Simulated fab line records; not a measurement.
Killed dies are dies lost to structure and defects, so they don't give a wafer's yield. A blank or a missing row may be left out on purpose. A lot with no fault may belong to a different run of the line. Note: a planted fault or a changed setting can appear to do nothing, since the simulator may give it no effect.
Problem report in the 8D (eight disciplines) form, filled by code | flow gf180mcu | the parts of the form that need people (team, actions taken, sign-off) are left out

## 1. THE PROBLEM
Mean V2_W_RS at GF_V2_RS_MEAS_24: 0.399 ohm/sq over 6 wafers in 2 lots; fault-free wafers: 0.329 ohm/sq, standard deviation 0.0046. That puts it +15 standard deviations away from the usual mean.
The step: measures by four-point-probe.
First observed at day 24 06:08: wafer L583.3, on filmMetro-04. At this step, 30 wafers from 10 lots have a number in the record. By rule, "out" or "out of limits" means more than 4 standard deviations away from the usual mean. Any other wafer with a number is counted as sound.

## 2. WHAT IT IS, AND WHAT IT ISN'T
question                    | is                         | is not
which readings at this step | V2_W_RS                    | -
which lots                  | L583, L584                 | L572, L576, L577, L589, L592, L593, L594, L595
which wafers of those lots  | all that have a number     | -
read on which gauges        | filmMetro-01, filmMetro-04 | filmMetro-02
when                        | from day 24 06:08          | up to then (9 sound wafers); but 15 sound wafers of L589, L592, L593, L594, L595 came after

## 3. THE SUSPECTS, EACH WITH WHAT RULES IT OUT
Counting: a tool at a process step up to the reading stays a suspect if it ran every lot that is out and no sound lot after the first of them.
- the gauge at GF_V2_RS_MEAS_24 is ruled out. 2 gauges (filmMetro-01, filmMetro-04) read the wafers that are out.
- cvdW-01 at GF_V2_CVD_23 (deposits W, target thk 350 nm, time 104.94 s): ruled out as a lasting fault. Following L583 (day 24 06:01), the first lot on it that is out, the sound lots L594, L595 were run on it.
Left after counting: nothing in the record.

## 4. THE CAUSE (what the simulator had put in)
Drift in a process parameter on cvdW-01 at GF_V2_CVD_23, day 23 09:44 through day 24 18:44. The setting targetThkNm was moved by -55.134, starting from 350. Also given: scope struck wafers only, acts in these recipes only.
Counting ruled it out, wrongly: the rule takes a fault to strike every lot that its tool runs from its start on, and this one did not.

## 5. THE EFFECT CHAIN, in route order
One row per reading whose mean, taken over the struck wafers that have a number, lies over 3 standard deviations from the usual. Readings are gone through only where the record gives a usual standard deviation; hours: the median, over the lots, of the time from a lot's start at the first step in this table giving one to that lot's start at this step; sigmas: the change measured in usual standard deviations.
hours | step              | reading  | usual        | on struck wafers | change | sigmas
0     | GF_V2_RS_MEAS_24  | V2_W_RS  | 0.329 ohm/sq | 0.399            | +0.070 | +15
0     | GF_V2_THK_MEAS_25 | V2_W_THK | 346 nm       | 290              | -56    | -8.3

## 6. HOW IT WOULD HAVE BEEN CAUGHT EARLIER
20 hours passed between the start of the fault at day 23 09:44 and the first reading out of limits at a measuring or inspecting step in this record, taken at day 24 06:08.
Tool readings at GF_V2_CVD_23 with a usual standard deviation given in the record: none out on any struck wafer, hence no alarm at a limit of 4 standard deviations on them.
